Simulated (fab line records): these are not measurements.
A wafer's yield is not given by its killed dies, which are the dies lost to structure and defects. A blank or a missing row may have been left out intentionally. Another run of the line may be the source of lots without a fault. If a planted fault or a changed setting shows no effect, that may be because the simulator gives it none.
What tool caused it? | flow sfq-line | 7 lots with 21 wafers sampled at 2 steps, on a route of 325 steps

== WHAT THE GAUGES READ, wafer by wafer ==
SFQ_C5_OVL_MEAS_937.
lot  | measured     | on         | C5_OVL (nm)
L931 | day 65 04:44 | overlay-01 | -2 4 -2
L935 | day 76 08:35 | overlay-01 | -2 -8 1
L945 | day 78 03:47 | overlay-01 | -2 -3 -1
L947 | day 78 10:59 | overlay-01 | -2 -2 -6
L949 | day 78 14:35 | overlay-02 | 0 -1 -1
L951 | day 79 15:18 | overlay-01 | 1 0 4
L953 | day 79 21:06 | overlay-02 | 3 0 1

== EACH LOT AND THE TOOL THAT RAN IT (in order: tool; ch and the chambers of the sampled wafers; start) ==
lot  | SFQ_TRILAYER_I5_STRIP_STRIP_148
L931 | rie-metal-03 ch 0,1, day 64 19:26
L935 | rie-metal-02 ch 0,1, day 72 10:32
L945 | rie-metal-03 ch 0,1, day 74 11:40
L947 | rie-metal-01 ch 0,1, day 74 17:40
L949 | rie-metal-01 ch 0,1, day 74 20:04
L951 | rie-metal-03 ch 0,1, day 75 16:16
L953 | rie-metal-02 ch 0,1, day 75 23:12
- SFQ_TRILAYER_I5_STRIP_STRIP_148: strips in O2.

== THE ANSWER, worked out from the rows above alone ==
Rule: the usual values come from the lots themselves. The widest of any qualifying gaps counts: lots, ordered by their means at a reading, are off when they make up no more than a third of the lots, leave a main group of 4 or more, and stand apart from it by 3 or more times the standard deviation of that group's means. A main group whose means are all the same, to the digits that the tables above print for the reading, isn't used. Also off: a lot with no number at a reading for which 4 or more lots have one. All remaining lots with rows at the step are treated as sound.
No lot is off at any reading shown: from this, nothing can be told.

== WHAT WAS PUT IN BY THE SIMULATOR ==
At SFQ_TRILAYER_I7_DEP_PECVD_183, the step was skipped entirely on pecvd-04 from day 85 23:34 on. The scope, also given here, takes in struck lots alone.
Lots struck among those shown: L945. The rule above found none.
